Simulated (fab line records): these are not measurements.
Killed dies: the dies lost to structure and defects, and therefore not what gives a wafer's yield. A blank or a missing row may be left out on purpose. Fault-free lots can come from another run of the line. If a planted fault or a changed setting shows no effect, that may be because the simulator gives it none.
Matching of chambers | flow sky130 | pecvd-03 running SKY_CONTACT_CVD_00: 3 sister chambers
The step deposits Si3N4, target thk 75 nm. 6 wafers are shown with their chamber, then 9 later ones without.

== WAFERS, EACH WITH ITS CHAMBER ==
wafer  | chamber | heater power w (W)
L084.1 | 2       | 791
L084.3 | 0       | 784
L084.6 | 1       | 471
L085.4 | 2       | 863
L085.5 | 0       | 794
L085.6 | 1       | 472

== WAFERS MISSING THEIR CHAMBER ==
wafer  | heater power w (W)
L088.1 | 822
L088.4 | 800
L088.5 | 552
L091.1 | 787
L091.3 | 773
L091.5 | 811
L095.3 | 771
L095.4 | 796
L095.5 | 588

== WHICH CHAMBER EACH WENT THROUGH ==
wafer  | from the rows above     | in truth
L088.1 | can't be placed: 2 or 0 | 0
L088.4 | can't be placed: 0 or 2 | 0
L088.5 | 1                       | 1
L091.1 | can't be placed: 0 or 2 | 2
L091.3 | can't be placed: 0 or 2 | 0
L091.5 | can't be placed: 2 or 0 | 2
L095.3 | can't be placed: 0 or 2 | 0
L095.4 | can't be placed: 0 or 2 | 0
L095.5 | 1                       | 1
2 of 9 placed correctly. Cannot be placed on the basis of these rows: 7; the candidates contain the true chamber in 7. Number placed wrongly: 0.
How it was worked out, from the rows above alone: a wafer's distance from a chamber is the root of the sum, over the readings, of the square of ((its reading less the chamber's mean) divided by the reading's scatter). The wafer belongs to the nearest chamber; if the next one is less than 2 further off, it can't be placed. For every chamber, the mean is computed from those of its wafers that are shown. The scatter is the square root of a quotient: the sum, over the shown wafers, of each reading's squared deviation from its chamber's mean, divided by wafers minus chambers.
